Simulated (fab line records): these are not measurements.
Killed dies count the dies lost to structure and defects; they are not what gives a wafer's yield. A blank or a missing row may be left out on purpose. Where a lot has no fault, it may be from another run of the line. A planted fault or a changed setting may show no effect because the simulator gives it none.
2 desks looking at one fault | flow gf180mcu | only its own numbers are on each desk; what lay behind them is given at the end

## AT THE METROLOGY DESK
What the gauges read for every lot (on any tool): the sampled wafers with a number, averaged. If a lot's mean is further than 4 standard deviations from the usual mean, the lot is out of limits and carries the mark OUT (the distance appears in the brackets).
Columns: A = cd nm at GF_STI_CD_MEAS_12, usual 220.2 nm; B = STI_CVD_23_THK at GF_STI_THK_MEAS_24, usual 657 nm; C = MVSD_OVL at GF_MVSD_OVL_MEAS_07, usual 0.1 nm
lot  | first seen here | A     | B   | C
L929 | day 2 01:44     | 220.5 | 660 | 0.5
L932 | day 2 16:47     | 221.1 | 657 | -0.9
L933 | day 2 22:11     | 220.6 | 660 | -0.1
L935 | day 3 08:25     | 218.1 | 666 | -2.1
L936 | day 3 13:07     | 221.2 | 658 | 2.1
L938 | day 3 23:28     | 219.1 | 657 | 1.5
L939 | day 4 04:25     | 221.1 | 654 | 1.1
L942 | day 4 19:53     | 221.5 | 658 | 0.0
L943 | day 5 02:06     | 219.1 | 651 | -1.9
L946 | day 5 15:47     | 221.2 | 658 | -1.3
L949 | day 6 08:01     | 218.7 | 658 | -0.3
L950 | day 6 13:32     | 222.1 | 650 | 0.2
L951 | day 6 18:43     | 220.1 | 653 | 0.3
L952 | day 6 23:19     | 221.9 | 652 | 1.6
Finding of this desk: none of the 14 lots has anything out of limits.

## TOOL OWNER'S DESK, implanter-03
The tool's own readings at GF_NWELL_IMPLANT_09, given as means over the sampled wafers that have a number, one for each lot that went through this tool. If a lot's mean is further than 4 standard deviations from the usual mean, the lot is out of limits and carries the mark OUT (the distance appears in the brackets).
Columns: A = beam energy keV at GF_NWELL_IMPLANT_09, usual 160.01
lot  | first seen here | A
L932 | day 3 23:56     | 160.02
L935 | day 4 15:22     | 160.01
L939 | day 5 13:19     | 181.34 (+99 or more) OUT
L943 | day 6 12:51     | 181.36 (+99 or more) OUT
This desk's verdict: out of limits on L939, L943, starting with L939 at day 5 13:19 (beam energy keV at GF_NWELL_IMPLANT_09). L932, L935: within limits.

## BROUGHT TOGETHER
On L939, L943, at day 5 13:19, an alarm was possible from the tool owner's desk.
At the metrology desk, nothing out of limits was observed.
The metrology desk has L939, L943 on record, within its limits.
All the named lots went through GF_NWELL_IMPLANT_09 on implanter-03.

## WHAT THE SIMULATOR HAD PUT IN
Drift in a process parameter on implanter-03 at GF_NWELL_IMPLANT_09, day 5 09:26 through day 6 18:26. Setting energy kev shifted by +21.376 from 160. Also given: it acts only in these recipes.
Shown lots that were struck: L939, L943.
Time in hours from fault onset to the first out-of-limits reading at each desk: the tool owner's desk, 4.
